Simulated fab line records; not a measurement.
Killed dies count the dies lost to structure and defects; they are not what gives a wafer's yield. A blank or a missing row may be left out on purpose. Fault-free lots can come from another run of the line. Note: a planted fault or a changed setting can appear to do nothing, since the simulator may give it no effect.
Which tool was responsible? | flow sky130 | 42 wafers from 14 lots sampled at 2 of the route's 708 steps

== WHAT THE GAUGES READ, wafer by wafer ==
SKY_CONTACT_THK_MEAS_01.
lot  | measured     | on            | CONTACT_CVD_00_THK (nm)
L186 | day 30 13:53 | film_metro-01 | 74.3 73.3 76.1
L187 | day 30 19:12 | film_metro-04 | 74.9 76.1 76.6
L189 | day 31 04:12 | film_metro-04 | 74.3 75.7 75.5
L194 | day 33 11:59 | film_metro-01 | 74.5 76.2 76.0
L195 | day 33 13:44 | film_metro-01 | 74.3 75.5 75.7
L196 | day 33 20:27 | film_metro-04 | 73.7 74.8 74.6
L202 | day 35 16:28 | film_metro-02 | 74.2 73.3 74.8
L203 | day 35 23:40 | film_metro-02 | 74.4 75.7 74.3
L204 | day 36 08:00 | film_metro-04 | 74.0 75.0 74.6
L205 | day 36 12:11 | film_metro-01 | 74.6 75.1 75.1
L206 | day 36 19:54 | film_metro-04 | 74.1 74.4 74.8
L207 | day 37 04:10 | film_metro-02 | 75.2 75.7 74.6
L208 | day 37 06:27 | film_metro-04 | 72.7 75.9 74.7
L209 | day 37 12:44 | film_metro-04 | 74.5 74.8 75.1

== TOOL THAT RAN EACH LOT (tool first, then ch and the chambers of the sampled wafers, then the start) ==
lot  | SKY_SD_P_EXPOSE_04
L186 | iline_stepper-02 ch 0, day 24 22:02
L187 | iline_stepper-02 ch 0, day 25 03:38
L189 | iline_stepper-02 ch 0, day 25 15:16
L194 | iline_stepper-02, day 28 01:07
L195 | iline_stepper-02, day 28 05:14
L196 | iline_stepper-01 ch 0, day 28 09:50
L202 | iline_stepper-01 ch 0, day 30 11:13
L203 | iline_stepper-01 ch 0, day 30 18:42
L204 | iline_stepper-02 ch 0, day 31 04:13
L205 | iline_stepper-01 ch 0, day 31 09:53
L206 | iline_stepper-02 ch 0, day 31 16:07
L207 | iline_stepper-02 ch 0, day 32 02:44
L208 | iline_stepper-02 ch 0, day 32 04:12
L209 | iline_stepper-01 ch 0, day 32 11:46
- SKY_SD_P_EXPOSE_04: exposes mask PSDM, target cd 380 nm.

== AS READ BY THE TOOLS THEMSELVES (means over the sampled wafers that have a number; for cases with no such wafer, the mark the record gives instead) ==
SKY_SD_P_EXPOSE_04.
lot  | tool             | exposure_dose_mJ_cm2 | focus_offset_nm (nm) | stage_vel_mm_s (mm/s)
L186 | iline_stepper-02 | 137.81               | -0.1                 | 500.13
L187 | iline_stepper-02 | 138.12               | 0.0                  | 499.98
L189 | iline_stepper-02 | 138.02               | -0.4                 | 500.03
L194 | iline_stepper-02 | -                    | -                    | -
L195 | iline_stepper-02 | -                    | -                    | -
L196 | iline_stepper-01 | 137.92               | -0.5                 | 500.14
L202 | iline_stepper-01 | 137.85               | -0.7                 | 500.04
L203 | iline_stepper-01 | 137.81               | 0.7                  | 499.74
L204 | iline_stepper-02 | 137.91               | -0.4                 | 500.16
L205 | iline_stepper-01 | 137.94               | 0.3                  | 499.73
L206 | iline_stepper-02 | 137.90               | 0.4                  | 500.01
L207 | iline_stepper-02 | 137.99               | 0.4                  | 499.95
L208 | iline_stepper-02 | 138.15               | 0.2                  | 499.83
L209 | iline_stepper-01 | 137.98               | -0.1                 | 499.81

== THE ANSWER, worked out from the rows above alone ==
Rule: what is usual is taken from the lots themselves. Put in order of their means at a reading, lots are off if they are a third of the lots or fewer, leave a main group of 4 or more, and stand apart from it by a gap of 3 or more times the standard deviation of the main group's means; of several such gaps the widest counts. A main group is skipped when, at the precision printed for the reading in the tables above, its means are all equal. Also off: a lot with no number at a reading for which 4 or more lots have one. All remaining lots with rows at the step are treated as sound. Order of review: gauges by route order, followed by the tools' own readings, for which a lot's mean as printed above is used. The first step at which some lot is off is used, and at that step the reading that is off furthest; a lot without a number counts as furthest.
Off, at SKY_SD_P_EXPOSE_04 on exposure_dose_mJ_cm2: L194, L195. Without a number there: L194, L195. For the main group the mean is 137.95 and the standard deviation 0.1.
A tool fits if, at that step or a process step before it, it ran every lot that is off, and no sound lot after the first of them. Not one of the candidates tried fits.

== WHAT THE SIMULATOR HAD PUT IN ==
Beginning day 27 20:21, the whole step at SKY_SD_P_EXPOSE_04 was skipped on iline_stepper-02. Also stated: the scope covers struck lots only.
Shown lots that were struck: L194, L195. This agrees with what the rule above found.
